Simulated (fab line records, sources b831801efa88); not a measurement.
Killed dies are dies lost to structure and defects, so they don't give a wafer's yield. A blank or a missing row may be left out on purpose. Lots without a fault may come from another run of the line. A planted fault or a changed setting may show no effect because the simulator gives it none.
Which tool did it? | flow sky130 | 13 lots, 39 wafers sampled, at 2 steps of a route of 708

WHAT THE GAUGES READ, wafer by wafer
SKY_CAP2M_RS_MEAS_03: measures by four-point-probe.
lot  | measured     | on            | CAP2M_TIN_RS (ohm/sq)
L464 | day 40 00:50 | film_metro-04 | 7.06 7.12 7.05
L465 | day 40 04:33 | film_metro-01 | 7.00 6.88 6.90
L467 | day 40 23:55 | film_metro-01 | 7.00 7.00 6.95
L468 | day 41 00:21 | film_metro-01 | 6.82 6.88 6.90
L469 | day 41 04:01 | film_metro-01 | 6.88 6.90 6.97
L470 | day 41 16:27 | film_metro-02 | 6.98 7.05 6.97
L473 | day 42 06:31 | film_metro-04 | 6.98 6.85 6.95
L475 | day 42 18:34 | film_metro-02 | 6.86 6.99 7.03
L478 | day 43 16:37 | film_metro-04 | 6.91 6.89 6.84
L483 | day 45 09:55 | film_metro-01 | 6.99 6.96 6.93
L484 | day 45 10:00 | film_metro-04 | 6.90 6.92 6.94
L486 | day 45 20:58 | film_metro-04 | 6.91 6.88 6.87
L487 | day 46 03:24 | film_metro-01 | 6.92 6.93 6.96

WHICH TOOL RAN EACH LOT (tool, then ch and the chambers of the sampled wafers, then the start)
lot  | SKY_LDD_HVP_STRIP_09
L464 | plasma_asher-02 ch 0,1, day 21 19:22
L465 | plasma_asher-02 ch 0,1, day 22 05:25
L467 | plasma_asher-01 ch 1, day 23 02:19
L468 | plasma_asher-04 ch 0,1, day 23 03:15
L469 | plasma_asher-01 ch 0,1, day 23 07:30
L470 | plasma_asher-01 ch 0,1, day 23 23:45
L473 | plasma_asher-01 ch 0,1, day 24 15:09
L475 | plasma_asher-01 ch 0,1, day 25 12:10
L478 | plasma_asher-02 ch 0,1, day 26 14:19
L483 | plasma_asher-01 ch 0,1, day 28 17:37
L484 | plasma_asher-01 ch 0,1, day 28 19:15
L486 | plasma_asher-01 ch 0,1, day 29 09:36
L487 | plasma_asher-01 ch 0,1, day 29 16:33
- SKY_LDD_HVP_STRIP_09: strips in O2/N2.

WHAT THE TOOLS THEMSELVES READ (means of the sampled wafers that have a number; where no wafer has one, the mark that the record gives instead)
SKY_LDD_HVP_STRIP_09.
lot  | tool            | drypump_motor_current_A (A) | oes_product_au (a.u.) | strip_time_to_endpoint_s (s)
L464 | plasma_asher-02 | 5.53                        | 0.405                 | 4.144
L465 | plasma_asher-02 | 5.47                        | 0.412                 | 4.112
L467 | plasma_asher-01 | 6.04                        | 0.410                 | 4.123
L468 | plasma_asher-04 | 5.57                        | 0.406                 | 4.118
L469 | plasma_asher-01 | 5.85                        | 0.407                 | 4.124
L470 | plasma_asher-01 | 5.86                        | 0.407                 | 4.156
L473 | plasma_asher-01 | 5.71                        | 0.413                 | 4.136
L475 | plasma_asher-01 | 5.70                        | 0.406                 | 4.145
L478 | plasma_asher-02 | 5.52                        | 0.410                 | 4.113
L483 | plasma_asher-01 | 5.68                        | 0.411                 | 4.144
L484 | plasma_asher-01 | 5.89                        | 0.407                 | 4.116
L486 | plasma_asher-01 | 5.86                        | 0.412                 | 4.133
L487 | plasma_asher-01 | 5.90                        | 0.404                 | 4.140

THE ANSWER, worked out from the rows above alone
Rule: what is usual is taken from the lots themselves. Put in order of their means at a reading, lots are off if they are a third of the lots or fewer, leave a main group of 4 or more, and stand apart from it by a gap of 3 or more times the standard deviation of the main group's means; of several such gaps the widest counts. A main group whose means are all the same, to the digits that the tables above print for the reading, isn't used. A lot without any number at a reading at which 4 lots or more have one is off too. The other lots that the step has rows for count as sound. The gauges are gone through in route order, then the tools' own readings, and for those a lot's mean is taken as printed above. The first step at which some lot is off is used, and at that step the reading that is off furthest; a lot without a number counts as furthest.
No lot is off at any reading shown: from this, nothing can be told.

WHAT THE SIMULATOR HAD PUT IN
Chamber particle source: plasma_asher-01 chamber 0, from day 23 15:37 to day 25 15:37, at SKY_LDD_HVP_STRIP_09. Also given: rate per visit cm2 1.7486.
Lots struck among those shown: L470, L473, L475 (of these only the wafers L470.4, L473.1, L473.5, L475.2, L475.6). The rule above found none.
